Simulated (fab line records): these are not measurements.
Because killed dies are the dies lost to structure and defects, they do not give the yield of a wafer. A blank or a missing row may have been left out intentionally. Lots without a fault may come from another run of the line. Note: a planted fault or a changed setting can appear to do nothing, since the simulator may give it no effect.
fab line records + flow sky130
record
- lots=5
- wafers=15
- lastDay=50
route steps=708 shown VIA1@466 PAD_OPEN@708
lots that met no fault: from a run of the same line without faults
startH: hours from the record's first day to the start of the lot's first wafer shown + waitH: how many hours have passed since the lot's step before this one + " identical to the entry in the row above + L1.1+2: one row covering several wafers at once + - no value present, or no start provided + * or withheld: withheld + < > ~ a bound
route shown NAME@n: NAME is a module with steps in the file, n the number in the route of the first one + usual: average and standard deviation across the fault-free wafers + same: alike in all rows + chamber/n: place in a boat + sites: each site's reading + _std_site: how widely they spread, as a standard deviation + _edge_site: the outer-site mean with the inner-site mean subtracted + radiusMm: for every site, how far away it sits from the centre of the wafer + mask NAME#n: copy n + behind: the last tool/chamber to shape the wafer + hold: what put the lot on hold/how long, in hours/how the hold closed + device: transistor that didn't switch, given as n, p or np + end of line: the same wafers' tests at the end of the route + for a step that has no rows: nothing shown but its recipe + killed: count of dies lost to structure and defects at first sort (not the wafer's yield) + map: dies across one wafer; x = killed, . = not, _ = none there
set.NAME: the setting as run; set.NAME@STEP: as run at that earlier step + model.NAME: the simulator's own value behind a step, which no gauge read
certain route steps with their lots: each step a table, each wafer a row
services: a tool's chamber out of use, with start hour (startH, from the record's first day; less than 0 if before it), hours out, and reason
## steps
# step SKY_VIA1_SOFTBAKE_08
# recipe
- tempC=100
- timeS=90
- resist=KrF-thick
# step SKY_VIA1_EXPOSE_09
# recipe
- maskId=VIM
- na=0.8
- sourceShape=annular
- sigmaInner=0.55
- sigmaOuter=0.85
- targetCdNm=150
- doseMj=38
# step SKY_VIA1_PEB_10
# recipe
- pebTempC=withheld
- pebTimeS=withheld
- resist=KrF-thick
# step SKY_VIA1_DEVELOP_11
# recipe
- developTimeS=60
- resist=KrF-thick
- devTempC=21
# step SKY_VIA1_CD_MEAS_12
# recipe
- targetCdNm=150
# usual
- cdNm=150.0/1.8
| lot.wafer | tool     | chamber | startH | waitH | cdNm  |
|-----------|----------|---------|--------|-------|-------|
| L593.4    | cdSem-01 | -       | 838.44 | -     | 147.4 |
| L593.5    | "        | -       | "      | "     | 146.9 |
| L593.6    | "        | -       | "      | "     | 149.3 |
| L595.1    | cdSem-01 | -       | 852.83 | -     | 148.9 |
| L595.2    | "        | -       | "      | "     | 150.5 |
| L595.5    | "        | -       | "      | "     | 150.3 |
| L608.2    | cdSem-02 | -       | 939.60 | -     | 150.1 |
| L608.4    | "        | -       | "      | "     | 150.8 |
| L608.5    | "        | -       | "      | "     | 152.5 |
| L607.1    | cdSem-02 | -       | 946.88 | -     | 147.5 |
| L607.2    | "        | -       | "      | "     | 147.2 |
| L607.6    | "        | -       | "      | "     | 148.1 |
| L610.3    | cdSem-02 | -       | 960.01 | -     | 150.0 |
| L610.4    | "        | -       | "      | "     | 150.0 |
| L610.6    | "        | -       | "      | "     | 149.0 |
# step SKY_VIA1_OVL_MEAS_13
# usual
- VIA1_OVL=-1/4.7
| lot.wafer | tool       | chamber | startH | waitH | VIA1_OVL[nm] |
|-----------|------------|---------|--------|-------|--------------|
| L593.4    | overlay-01 | -       | 838.52 | 0.1   | 4            |
| L593.5    | "          | -       | "      | "     | 3            |
| L593.6    | "          | -       | "      | "     | 7            |
| L595.1    | overlay-01 | -       | 852.95 | 0.1   | 3            |
| L595.2    | "          | -       | "      | "     | 4            |
| L595.5    | "          | -       | "      | "     | 3            |
| L608.2    | overlay-01 | -       | 939.71 | 0.1   | 2            |
| L608.4    | "          | -       | "      | "     | 4            |
| L608.5    | "          | -       | "      | "     | 1            |
| L607.1    | overlay-02 | -       | 947.00 | 0.1   | -8           |
| L607.2    | "          | -       | "      | "     | -3           |
| L607.6    | "          | -       | "      | "     | -7           |
| L610.3    | overlay-01 | -       | 960.11 | 0.1   | 3            |
| L610.4    | "          | -       | "      | "     | 1            |
| L610.6    | "          | -       | "      | "     | 1            |
# step SKY_VIA1_ETCH_14
# recipe
- chemistry=N2/H2
- target=BARC
- ionEnergyEv=200
- sourceW=500
- biasW=100
- pressureMtorr=30
- n2FlowSccm=100
- h2FlowSccm=200
- stopOn=SiO2
- timeS=45.9
- targetDepthA=600
# usual
- drypumpMotorCurrentA=5.9/0.56
- oesProductAu=0.854/0.0048
- throttleValvePct=13.226/0.0085
# same
- timeS=45.9
| lot.wafer | tool       | chamber | startH | waitH | drypumpMotorCurrentA | oesProductAu | rfHoursCounterH | throttleValvePct |
|-----------|------------|---------|--------|-------|----------------------|--------------|-----------------|------------------|
| L593.4    | rieDiel-03 | 3       | 838.53 | 0.0   | 6.1                  | 0.854        | 8               | 13.225           |
| L593.5    | "          | 2       | "      | "     | 5.9                  | 0.860        | -               | 13.215           |
| L593.6    | "          | 1       | "      | "     | 6.8                  | 0.853        | -               | 13.221           |
| L595.1    | rieDiel-02 | 2       | 852.98 | 0.0   | 6.2                  | 0.857        | 2               | 13.238           |
| L595.2    | "          | 3       | "      | "     | 5.5                  | 0.858        | 16              | 13.233           |
| L595.5    | "          | 0       | "      | "     | 5.0                  | 0.854        | -               | 13.231           |
| L608.2    | rieDiel-02 | 3       | 939.74 | 0.0   | 5.5                  | 0.850        | 18              | 13.226           |
| L608.4    | "          | 1       | "      | "     | 4.9                  | 0.856        | -               | 13.232           |
| L608.5    | "          | 2       | "      | "     | 6.1                  | 0.851        | -               | 13.223           |
| L607.1    | rieDiel-03 | 1       | 947.04 | 0.0   | 6.8                  | 0.851        | 27              | 13.226           |
| L607.2    | "          | 0       | "      | "     | 5.6                  | 0.859        | 27              | 13.236           |
| L607.6    | "          | 3       | "      | "     | 6.1                  | 0.857        | -               | 13.205           |
| L610.3    | rieDiel-03 | 3       | 960.13 | 0.0   | 6.1                  | 0.852        | 12              | 13.216           |
| L610.4    | "          | 2       | "      | "     | 5.9                  | 0.854        | -               | 13.229           |
| L610.6    | "          | 3       | "      | "     | 6.0                  | 0.856        | -               | 13.222           |
# step SKY_VIA1_ETCH_15
# recipe
- target=SiO2
- chemistry=C4F8/O2/Ar
- targetDepthNm=351
- stopOn=TiN
- maskMaterial=KrF-thick
- sourceW=1500
- biasW=1200
- pressureMtorr=40
- c4f8FlowSccm=withheld
- O2_flow_sccm=6
- Ar_flow_sccm=300
- timeS=54
# usual
- oesProductAu=0.981/0.006
# same
- timeS=54
| lot.wafer | tool       | chamber | startH | waitH | oesProductAu | rfHoursCounterH |
|-----------|------------|---------|--------|-------|--------------|-----------------|
| L593.4    | rieDiel-03 | 3       | 838.58 | 0.0   | 0.986        | 8               |
| L593.5    | "          | 2       | "      | "     | 0.978        | -               |
| L593.6    | "          | 1       | "      | "     | 0.983        | -               |
| L595.1    | rieDiel-02 | 2       | 853.03 | 0.0   | 0.982        | 2               |
| L595.2    | "          | 3       | "      | "     | 0.988        | 16              |
| L595.5    | "          | 0       | "      | "     | 0.978        | -               |
| L608.2    | rieDiel-02 | 3       | 939.78 | 0.0   | 0.980        | 18              |
| L608.4    | "          | 1       | "      | "     | 0.982        | -               |
| L608.5    | "          | 2       | "      | "     | 0.989        | -               |
| L607.1    | rieDiel-03 | 1       | 947.08 | 0.0   | 0.982        | 27              |
| L607.2    | "          | 0       | "      | "     | 0.974        | 27              |
| L607.6    | "          | 3       | "      | "     | 0.995        | -               |
| L610.3    | rieDiel-03 | 3       | 960.17 | 0.0   | 0.984        | 12              |
| L610.4    | "          | 2       | "      | "     | 0.975        | -               |
| L610.6    | "          | 3       | "      | "     | 0.985        | -               |
# step SKY_VIA1_STRIP_16
# recipe
- chemistry=O2/N2
- powerW=1400
- pressureMtorr=1500
- platenTempC=withheld
- o2FlowSccm=3000
- n2FlowSccm=300
- overashFraction=0.5
# usual
- drypumpMotorCurrentA=6.1/0.32
- oesProductAu=0.415/0.0046
- stripTimeToEndpointS=4.458/0.023
# same
- overashFraction=0.5
| lot.wafer | tool           | chamber | startH | waitH | drypumpMotorCurrentA | oesProductAu | rfHoursCounterH | stripTimeToEndpointS |
|-----------|----------------|---------|--------|-------|----------------------|--------------|-----------------|----------------------|
| L593.4    | plasmaAsher-04 | 1       | 838.66 | 0.1   | 6.0                  | 0.417        | -               | 4.471                |
| L593.5    | "              | 0       | "      | "     | 6.5                  | 0.411        | -               | 4.510                |
| L593.6    | "              | 1       | "      | "     | 6.0                  | 0.422        | -               | 4.458                |
| L595.1    | plasmaAsher-04 | 0       | 853.07 | 0.0   | 6.5                  | 0.413        | 104             | 4.470                |
| L595.2    | "              | 1       | "      | "     | 6.0                  | 0.410        | 104             | 4.447                |
| L595.5    | "              | 0       | "      | "     | 6.5                  | 0.418        | -               | 4.467                |
| L608.2    | plasmaAsher-03 | 1       | 939.82 | 0.0   | 5.7                  | 0.421        | 17              | 4.446                |
| L608.4    | "              | 1       | "      | "     | 5.7                  | 0.420        | -               | 4.427                |
| L608.5    | "              | 0       | "      | "     | 6.1                  | 0.408        | -               | 4.429                |
| L607.1    | plasmaAsher-04 | 1       | 947.12 | 0.0   | 6.0                  | 0.416        | 113             | 4.450                |
| L607.2    | "              | 0       | "      | "     | 6.5                  | 0.417        | 113             | 4.471                |
| L607.6    | "              | 1       | "      | "     | 6.0                  | 0.418        | -               | 4.428                |
| L610.3    | plasmaAsher-01 | 1       | 960.25 | 0.1   | 5.7                  | 0.416        | -               | 4.432                |
| L610.4    | "              | 0       | "      | "     | 6.4                  | 0.419        | -               | 4.482                |
| L610.6    | "              | 0       | "      | "     | 6.5                  | 0.412        | -               | 4.424                |
# step SKY_VIA1_STRIP_17
# recipe
- chemistry=postEtchResidueRemover
- timeS=1200
- tempC=72.5
# step SKY_VIA1_CLEAN_18
# recipe
- chemistry=IPA
- timeS=180
- tempC=25
# step SKY_VIA1_CLEAN_19
# recipe
- chemistry=O3/DIW
- dry=n2Spin
# step SKY_VIA1_SPUTTER_20
# recipe
- material=TiN
- targetThkNm=20
- chamberPressurePa=5
- powerW=4000
- timeS=80
# usual
- chamberPressurePa=4.998/0.0089
- throttleValvePct=30.2/0.81
# same
- timeS=80
| lot.wafer | tool          | chamber | startH | waitH | chamberPressurePa | throttleValvePct | model.TiN_of_VIA1_SPUTTER_20.thkNm |
|-----------|---------------|---------|--------|-------|-------------------|------------------|------------------------------------|
| L593.4    | pvdSputter-02 | -       | 839.25 | 0.0   | 4.983             | 29.5             | 19.71                              |
| L593.5    | "             | -       | "      | "     | 5.000             | 31.9             | 19.69                              |
| L593.6    | "             | -       | "      | "     | 4.996             | 30.2             | 19.96                              |
| L595.1    | pvdSputter-02 | -       | 853.67 | 0.0   | 4.982             | 31.6             | 19.8                               |
| L595.2    | "             | -       | "      | "     | 5.584             | 27.7             | 17.97                              |
| L595.5    | "             | -       | "      | "     | 4.999             | 30.4             | 20.33                              |
| L608.2    | pvdSputter-02 | -       | 940.42 | 0.0   | 5.004             | 31.6             | 20.06                              |
| L608.4    | "             | -       | "      | "     | 5.007             | 29.5             | 20.09                              |
| L608.5    | "             | -       | "      | "     | 4.984             | 29.2             | 19.88                              |
| L607.1    | pvdSputter-04 | -       | 947.72 | 0.0   | 4.990             | 30.3             | 20.16                              |
| L607.2    | "             | -       | "      | "     | 4.994             | 31.0             | 20.33                              |
| L607.6    | "             | -       | "      | "     | 5.006             | 30.0             | 20.11                              |
| L610.3    | pvdSputter-02 | -       | 960.85 | 0.0   | 4.982             | 30.3             | 20.28                              |
| L610.4    | "             | -       | "      | "     | 4.980             | 31.8             | 19.91                              |
| L610.6    | "             | -       | "      | "     | 5.007             | 29.4             | 19.9                               |
# step SKY_VIA1_CVD_21
# recipe
- material=W
- targetThkNm=270
- timeS=80.902
- tempC=400
- pressureTorr=40
# usual
- heaterPowerW=811/70
# same
- timeS=80.902
| lot.wafer | tool    | chamber | startH | waitH | heaterPowerW |
|-----------|---------|---------|--------|-------|--------------|
| L593.4    | cvdW-02 | 1       | 839.31 | 0.0   | 872          |
| L593.5    | "       | 0       | "      | "     | 793          |
| L593.6    | "       | 1       | "      | "     | 865          |
| L595.1    | cvdW-01 | 1       | 853.73 | 0.0   | 742          |
| L595.2    | "       | 0       | "      | "     | 895          |
| L595.5    | "       | 1       | "      | "     | 741          |
| L608.2    | cvdW-01 | 0       | 940.48 | 0.0   | 895          |
| L608.4    | "       | 1       | "      | "     | 671          |
| L608.5    | "       | 0       | "      | "     | 903          |
| L607.1    | cvdW-01 | 0       | 947.78 | 0.0   | 868          |
| L607.2    | "       | 1       | "      | "     | 683          |
| L607.6    | "       | 1       | "      | "     | 652          |
| L610.3    | cvdW-01 | 0       | 960.94 | 0.1   | 880          |
| L610.4    | "       | 1       | "      | "     | 691          |
| L610.6    | "       | 0       | "      | "     | 912          |
# step SKY_PAD_OPEN_PROBE_99
# usual
- defectLimitedYield=82.3/2.2
- killed_at_M0_to_M3=43/7.3
- killed_at_M4_up=3.2/1.9
- killedAtContacts=25/5.4
- killedAtFrontEnd=16/4.4
- killedAtOther=0.4/0.66
- killedDies=87/11
- killedOpen=48/7.9
- killedShort=39/6.5
- sort_bin_3_pad_short=0.8/0.43
- sort_bin_5_function=10.5/1.6
- sort_bin_6_memory=6.4/1.2
- sortNPass=405/11
- sortYieldPct=82.3/2.2
# same
- grossDies=492
- killedAtBackSide=0
- sort_bin_4_leakage[%]=0
- sort_bin_8_speed[%]=0
| lot.wafer | tool      | chamber | startH  | waitH | defectLimitedYield[%] | killed_at_M0_to_M3 | killed_at_M4_up | killedAtContacts | killedAtFrontEnd | killedAtOther | killedDies | killedOpen | killedShort | sort_bin_3_pad_short[%] | sort_bin_5_function[%] | sort_bin_6_memory[%] | sortNPass | sortYieldPct[%] |
|-----------|-----------|---------|---------|-------|-----------------------|--------------------|-----------------|------------------|------------------|---------------|------------|------------|-------------|-------------------------|------------------------|----------------------|-----------|-----------------|
| L595.1    | prober-02 | -       | 1129.66 | 0.1   | 80.5                  | 42                 | 5               | 33               | 16               | 0             | 96         | 62         | 34          | 0.4                     | 12.2                   | 6.9                  | 396       | 80.5            |
| L595.2    | prober-02 | -       | 1129.71 | 0.1   | 81.7                  | 48                 | 2               | 28               | 12               | 0             | 90         | 55         | 35          | 1.2                     | 10.2                   | 6.9                  | 402       | 81.7            |
| L595.5    | prober-02 | -       | 1129.86 | 0.2   | 81.1                  | 39                 | 5               | 32               | 17               | 0             | 93         | 44         | 49          | 1.4                     | 12.2                   | 5.3                  | 399       | 81.1            |
| L607.1    | prober-01 | -       | 1195.55 | 0.1   | 82.9                  | 46                 | 1               | 25               | 12               | 0             | 84         | 50         | 34          | 0.4                     | 10.8                   | 5.9                  | 408       | 82.9            |
| L607.2    | prober-01 | -       | 1195.60 | 0.1   | 86.0                  | 42                 | 0               | 19               | 8                | 0             | 69         | 41         | 28          | 0.8                     | 7.9                    | 5.3                  | 423       | 86.0            |
| L607.6    | prober-01 | -       | 1195.80 | 0.2   | 83.7                  | 43                 | 7               | 15               | 14               | 1             | 80         | 42         | 37          | 0.8                     | 10.6                   | 4.9                  | 412       | 83.7            |
| L610.3    | prober-01 | -       | 1205.05 | 0.2   | 84.3                  | 41                 | 5               | 15               | 15               | 1             | 77         | 43         | 34          | 0.6                     | 9.1                    | 5.9                  | 415       | 84.3            |
| L610.4    | prober-01 | -       | 1205.10 | 0.2   | 76.2                  | 58                 | 8               | 32               | 19               | 0             | 117        | 64         | 53          | 0.6                     | 15.4                   | 7.7                  | 375       | 76.2            |
| L610.6    | prober-01 | -       | 1205.20 | 0.2   | 81.1                  | 47                 | 1               | 24               | 20               | 1             | 93         | 47         | 45          | 1.0                     | 12.2                   | 5.7                  | 399       | 81.1            |
# killed by level:class
L595.1 CONTACT:geometricParticle:open=20 VIA1:geometricParticle:open=12 VIA2:geometricParticle:open=9 LI_CONTACT:geometricParticle:open=7 METAL1:geometricParticle:short=6 FIELD_ISO:geometricParticle:open=5 FIELD_ISO:geometricParticle:short=4 METAL4:geometricParticle:short=4
L595.2 VIA1:geometricParticle:open=18 LI_CONTACT:geometricParticle:open=12 CONTACT:geometricParticle:short=7 CONTACT:geometricParticle:open=7 METAL1:geometricParticle:short=5 METAL2:geometricParticle:short=5 VIA1:geometricParticle:short=4 METAL2:geometricParticle:open=4
L595.5 CONTACT:geometricParticle:open=11 LI_CONTACT:geometricParticle:open=9 VIA1:geometricParticle:short=9 VIA1:geometricParticle:open=8 METAL2:geometricParticle:short=7 FIELD_ISO:geometricParticle:short=6 CONTACT:geometricParticle:short=6 FIELD_ISO:geometricParticle:open=4
L607.1 CONTACT:geometricParticle:open=11 METAL1:geometricParticle:short=9 VIA1:geometricParticle:open=9 VIA2:geometricParticle:open=7 VIA3:geometricParticle:open=7 LI_CONTACT:geometricParticle:open=5 METAL2:geometricParticle:short=5 VIA1:geometricParticle:short=4
L607.2 METAL1:geometricParticle:short=10 CONTACT:geometricParticle:open=9 VIA3:geometricParticle:open=9 FIELD_ISO:geometricParticle:open=6 VIA1:geometricParticle:open=6 LI_CONTACT:geometricParticle:open=4 METAL2:geometricParticle:short=4 VIA1:geometricParticle:short=3
L607.6 VIA3:geometricParticle:open=9 METAL1:geometricParticle:short=7 VIA1:geometricParticle:open=7 METAL4:geometricParticle:short=7 LI_CONTACT:geometricParticle:open=6 CONTACT:geometricParticle:open=6 VIA2:geometricParticle:open=6 FIELD_ISO:geometricParticle:open=4
L610.3 VIA1:geometricParticle:open=10 VIA3:geometricParticle:open=8 LI_CONTACT:geometricParticle:open=6 METAL1:geometricParticle:short=5 FIELD_ISO:geometricParticle:short=4 POLY_GATE:geometricParticle:open=4 POLY_GATE:geometricParticle:short=4 METAL2:geometricParticle:short=4
L610.4 CONTACT:geometricParticle:open=16 VIA3:geometricParticle:open=10 METAL1:geometricParticle:short=8 VIA1:geometricParticle:open=8 VIA1:geometricParticle:short=8 CONTACT:geometricParticle:short=7 METAL2:geometricParticle:short=7 FIELD_ISO:geometricParticle:open=6
L610.6 VIA1:geometricParticle:open=11 CONTACT:geometricParticle:short=7 METAL1:geometricParticle:short=7 VIA2:geometricParticle:open=7 FIELD_ISO:geometricParticle:open=5 LI_CONTACT:geometricParticle:open=5 CONTACT:geometricParticle:open=5 METAL2:geometricParticle:short=5
## services
| tool           | chamber | startH | hours | kind                  |
|----------------|---------|--------|-------|-----------------------|
| cvdW-02        | 0       | 817.50 | 5.8   | repair                |
| rieDiel-02     | 0       | 820.93 | 12.0  | repair                |
| plasmaAsher-03 | -       | 831.59 | 2.0   | repair                |
| pvdSputter-02  | 3       | 832.59 | -     | consumableReplace:kit |
| pvdSputter-02  | 3       | 832.59 | 18.0  | scheduledDown         |
| pvdSputter-02  | 3       | 832.59 | 18.0  | ventCycle             |
| plasmaAsher-03 | -       | 833.76 | 28.1  | pm                    |
| plasmaAsher-01 | -       | 846.96 | 0.4   | repair                |
| cvdW-01        | 1       | 863.86 | 2.7   | repair                |
| pvdSputter-02  | -       | 884.12 | 2.7   | repair                |
| cvdW-01        | 1       | 895.32 | 3.9   | repair                |
| cvdW-01        | -       | 904.00 | 14.0  | pm                    |
| cvdW-01        | 0       | 904.00 | 14.0  | ventCycle             |
| cvdW-01        | 1       | 904.00 | 14.0  | ventCycle             |
| rieDiel-03     | 1       | 904.82 | 6.8   | repair                |
| pvdSputter-02  | -       | 905.39 | 1.8   | repair                |
| cvdW-01        | 0       | 918.00 | -     | clean                 |
| rieDiel-02     | 0       | 935.89 | 9.9   | repair                |
| cvdW-02        | -       | 937.02 | 6.9   | pm                    |
| rieDiel-03     | 1       | 950.45 | -     | clean                 |
| rieDiel-03     | 1       | 950.45 | 16.8  | scheduledDown         |
| rieDiel-03     | 1       | 950.45 | 16.8  | ventCycle             |
| pvdSputter-04  | -       | 952.73 | 1.8   | repair                |
| rieDiel-02     | -       | 954.36 | 2.8   | pm                    |
## key
firstSign
- step=SKY_VIA1_SPUTTER_20
- reading=chamberPressurePa
- direction=up
- sigmas=66
- usual=4.998
- struck=5.584
effect none on later readings
modelEffect
- step=SKY_VIA1_SPUTTER_20
- value=TiN_of_VIA1_SPUTTER_20.thkNm
- without=19.9
- struck=17.97
metAt SKY_VIA1_SPUTTER_20
struckWafers L595.2
fault
- kind=processParameterDrift
- tool=pvdSputter-02
- chamber=-
- onsetH=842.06
- steps=SKY_VIA1_SPUTTER_20
- channel=chamberPressurePa
- offset=0.5813
- shape=step
- endH=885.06
- actsIn=theseRecipesOnly
- stated=5
- scope=struckWafersOnly
